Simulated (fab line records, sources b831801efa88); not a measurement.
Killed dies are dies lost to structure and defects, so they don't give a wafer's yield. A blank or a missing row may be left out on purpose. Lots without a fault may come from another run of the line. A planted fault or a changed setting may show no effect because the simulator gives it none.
fab line records | flow sky130
record lots=13 wafers=39 last_day=49
route steps=708 shown SPACER@304
lots that met no fault: from a run of the same line without faults
start_h: hours from the record's first day to the start of the lot's first wafer shown | wait_h: hours since the lot's step before | " the same as in the row above | L1.1+2: a row that stands for several wafers | - no value, or no start given | * or withheld: withheld | < > ~ a bound
route shown NAME@n: a module of which the file shows steps, and the number in the route of the first | usual: mean/standard deviation of fault-free wafers | same: alike in all rows | chamber/n: place in a boat | sites: the reading at each site | _std_site: their standard deviation | _edge_site: outer sites' mean less inner sites' | radius_mm: how far each site lies from the wafer's centre | mask NAME#n: copy n | behind: the tool/chamber that last shaped the wafer | hold: why the lot was held/for how many hours/how that ended | device: the transistor (n, p or np) that didn't switch | end of line: the same wafers' tests at the end of the route | a step without rows: its recipe alone | killed: dies lost to structure and defects at the first sort, not the wafer's yield | map: a wafer's dies, x killed, . not, _ none there
set.NAME: the setting as run; set.NAME@STEP: as run at that earlier step | model.NAME: the simulator's own value behind a step, which no gauge read
steps of the route over a sample of lots; a table a step, a row a wafer
services: from which hour (start_h, from the record's first day; less than 0 if before it) a tool's chamber was out of use, for how many hours, and why
## steps
# step SKY_SPACER_CVD_00
# recipe material=Si3N4 precursor=DCS/NH3 target_thk_nm=43.1 temp_c=770 time_s=740 pressure_mtorr=250
# usual pressure_mtorr=250.0/0.57
# columns lot.wafer tool chamber start_h wait_h pressure_mtorr
L122.1 lpcvd-02 0 514.88 0.0 249.2
L122.4 " 0 " " 248.7
L122.6 " 0 " " 249.3
L123.1 lpcvd-02 1 523.91 0.0 250.6
L123.2 " 1 " " 249.8
L123.5 " 1 " " 249.9
L124.2 lpcvd-02 1 545.07 0.1 250.6
L124.4 " 1 " " 250.7
L124.5 " 1 " " 249.8
L125.1 lpcvd-02 1 551.74 0.0 250.1
L125.5 " 1 " " 250.3
L125.6 " 1 " " 249.5
L126.1 lpcvd-02 0 558.88 0.0 250.5
L126.3 " 0 " " 249.9
L126.5 " 0 " " 249.9
L127.1 lpcvd-02 0 572.83 0.0 249.1
L127.5 " 0 " " 249.6
L127.6 " 0 " " 249.3
L128.1 lpcvd-02 1 578.75 0.7 249.9
L128.2 " 1 " " 250.4
L128.4 " 1 " " 250.4
L129.3 lpcvd-02 0 586.40 0.8 249.7
L129.4 " 0 " " 249.4
L129.5 " 0 " " 249.7
L130.1 lpcvd-02 0 588.96 0.9 250.7
L130.2 " 0 " " 249.9
L130.4 " 0 " " 250.3
L134.2 lpcvd-02 1 635.09 1.6 250.2
L134.3 " 1 " " 249.6
L134.4 " 1 " " 249.5
L136.1 lpcvd-02 1 641.23 0.0 124.4
L136.2 " 1 " " 124.7
L136.3 " 1 " " 125.2
L137.1 lpcvd-02 0 656.43 0.4 124.4
L137.3 " 0 " " 125.9
L137.6 " 0 " " 125.3
L138.1 lpcvd-02 1 678.03 0.0 124.6
L138.2 " 1 " " 124.6
L138.5 " 1 " " 124.8
# step SKY_SPACER_THK_MEAS_01
# recipe reads=Si3N4_of_SPACER_CVD_00
# usual SPACER_CVD_00_THK=42.9/0.44
# columns lot.wafer tool chamber start_h wait_h SPACER_CVD_00_THK[nm]
L122.1 film_metro-01 - 516.08 0.0 43.1
L122.4 " - " " 42.9
L122.6 " - " " 42.8
L123.1 film_metro-01 - 525.12 0.0 43.2
L123.2 " - " " 43.2
L123.5 " - " " 43.4
L124.2 film_metro-03 - 546.28 0.0 42.6
L124.4 " - " " 42.5
L124.5 " - " " 42.8
L125.1 film_metro-04 - 552.94 0.0 43.2
L125.5 " - " " 43.1
L125.6 " - " " 43.0
L126.1 film_metro-01 - 560.08 0.0 41.6
L126.3 " - " " 41.2
L126.5 " - " " 41.8
L127.1 film_metro-04 - 574.04 0.0 42.4
L127.5 " - " " 43.0
L127.6 " - " " 42.8
L128.1 film_metro-01 - 579.96 0.0 42.9
L128.2 " - " " 43.0
L128.4 " - " " 43.1
L129.3 film_metro-01 - 587.62 0.0 43.2
L129.4 " - " " 43.1
L129.5 " - " " 43.4
L130.1 film_metro-01 - 590.17 0.0 42.3
L130.2 " - " " 42.9
L130.4 " - " " 42.2
L134.2 film_metro-03 - 636.91 0.0 42.7
L134.3 " - " " 42.9
L134.4 " - " " 42.8
L136.1 film_metro-01 - 642.44 0.0 35.3
L136.2 " - " " 35.1
L136.3 " - " " 35.3
L137.1 film_metro-04 - 658.24 0.0 34.8
L137.3 " - " " 34.5
L137.6 " - " " 34.9
L138.1 film_metro-04 - 679.23 0.0 34.2
L138.2 " - " " 33.9
L138.5 " - " " 33.9
# step SKY_SPACER_ETCHBACK_02
# recipe chemistry=CH3F/O2 target=Si3N4 stop_on=SiO2 source_w=400 bias_w=80 pressure_mtorr=25 ch3f_flow_sccm=40 O2_flow_sccm=30 time_s=46.7 target_depth_a=450
# usual drypump_motor_current_A=5.71/0.23 oes_product_au=0.852/0.0068 throttle_valve_pct=10.562/0.0095
# columns lot.wafer tool chamber start_h wait_h drypump_motor_current_A oes_product_au rf_hours_counter_h throttle_valve_pct
L122.1 rie_diel-03 0 516.14 0.1 5.64 0.850 2 10.561
L122.4 " 1 " " 5.84 0.859 10 10.551
L122.6 " 3 " " 5.90 0.852 - 10.571
L123.1 rie_diel-03 2 525.18 0.1 5.42 0.851 10 10.556
L123.2 " 0 " " 5.60 0.854 2 10.552
L123.5 " 0 " " 5.62 0.854 - 10.567
L124.2 rie_diel-04 3 546.33 0.0 5.79 0.848 17 10.576
L124.4 " 1 " " 5.46 0.851 5 10.554
L124.5 " 3 " " 5.78 0.854 - 10.558
L125.1 rie_diel-01 1 553.00 0.1 5.88 0.862 9 10.562
L125.5 " 3 " " 5.19 0.856 - 10.569
L125.6 " 0 " " 6.00 0.853 - 10.551
L126.1 rie_diel-01 2 560.14 0.1 5.98 0.840 13 10.566
L126.3 " 1 " " 5.85 0.837 9 10.562
L126.5 " 3 " " 5.19 0.839 - 10.572
L127.1 rie_diel-03 2 574.10 0.1 5.42 0.838 11 10.559
L127.5 " 1 " " 5.85 0.859 - 10.542
L127.6 " 2 " " 5.42 0.847 - 10.562
L128.1 rie_diel-04 1 580.02 0.1 5.47 0.850 6 10.567
L128.2 " 3 " " 5.79 0.848 18 10.555
L128.4 " 0 " " 6.00 0.852 9 10.562
L129.3 rie_diel-04 3 587.66 0.0 5.80 0.848 18 10.558
L129.4 " 0 " " 6.00 0.859 9 10.564
L129.5 " 2 " " 5.58 0.856 - 10.575
L130.1 rie_diel-03 3 590.23 0.1 5.89 0.851 5 10.546
L130.2 " 0 " " 5.63 0.848 3 10.572
L130.4 " 1 " " 5.86 0.848 11 10.568
L134.2 rie_diel-03 2 636.96 0.0 5.40 0.845 12 10.567
L134.3 " 0 " " 5.60 0.848 4 10.570
L134.4 " 3 " " 5.92 0.847 5 10.543
L136.1 rie_diel-04 2 642.50 0.1 5.58 0.764 6 10.566
L136.2 " 1 " " 5.46 0.766 8 10.557
L136.3 " 0 " " 5.97 0.765 11 10.557
L137.1 rie_diel-04 3 658.30 0.1 5.78 0.755 19 10.539
L137.3 " 0 " " 6.00 0.762 11 10.556
L137.6 " 2 " " 5.57 0.764 - 10.548
L138.1 rie_diel-03 0 679.29 0.1 5.63 0.763 4 10.554
L138.2 " 3 " " 5.94 0.751 6 10.545
L138.5 " 0 " " 5.63 0.751 - 10.548
## services
# columns tool chamber start_h hours kind
rie_diel-04 1 524.74 4.6 repair
rie_diel-03 - 526.32 4.3 pm
rie_diel-04 1 566.23 2.6 repair
rie_diel-01 0 590.28 8.1 repair
rie_diel-01 - 591.30 0.2 repair
rie_diel-03 1 602.27 9.0 repair
rie_diel-04 3 635.97 2.2 repair
rie_diel-01 2 636.85 15.3 repair
rie_diel-01 - 673.71 0.1 repair
## key
first_sign step=SKY_SPACER_CVD_00 reading=pressure_mtorr direction=down sigmas=99+ usual=250.0 struck=124.9
effect step=SKY_SPACER_THK_MEAS_01 reading=SPACER_CVD_00_THK direction=down sigmas=19 usual=42.9 struck=34.6
effect step=SKY_SPACER_ETCHBACK_02 reading=oes_product_au direction=down sigmas=14 usual=0.852 struck=0.760
met_at SKY_SPACER_CVD_00
struck_lots L136,L137,L138
tester_left_out L136,L137,L138
onset_between 635.09 641.23
fault kind=process_parameter_drift tool=lpcvd-02 chamber=- onset_h=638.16 steps=SKY_SPACER_CVD_00 channel=pressure_mtorr offset=-125 shape=step end_h=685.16 acts_in=these_recipes_only stated=250
# tester_left_out: of these lots the tester's yield and bins aren't shown, on N5 and GAA mostly nor the transistor test; their killed dies are dies lost to structure and defects alone, not to doping, threshold or leakage, so they don't give the yield
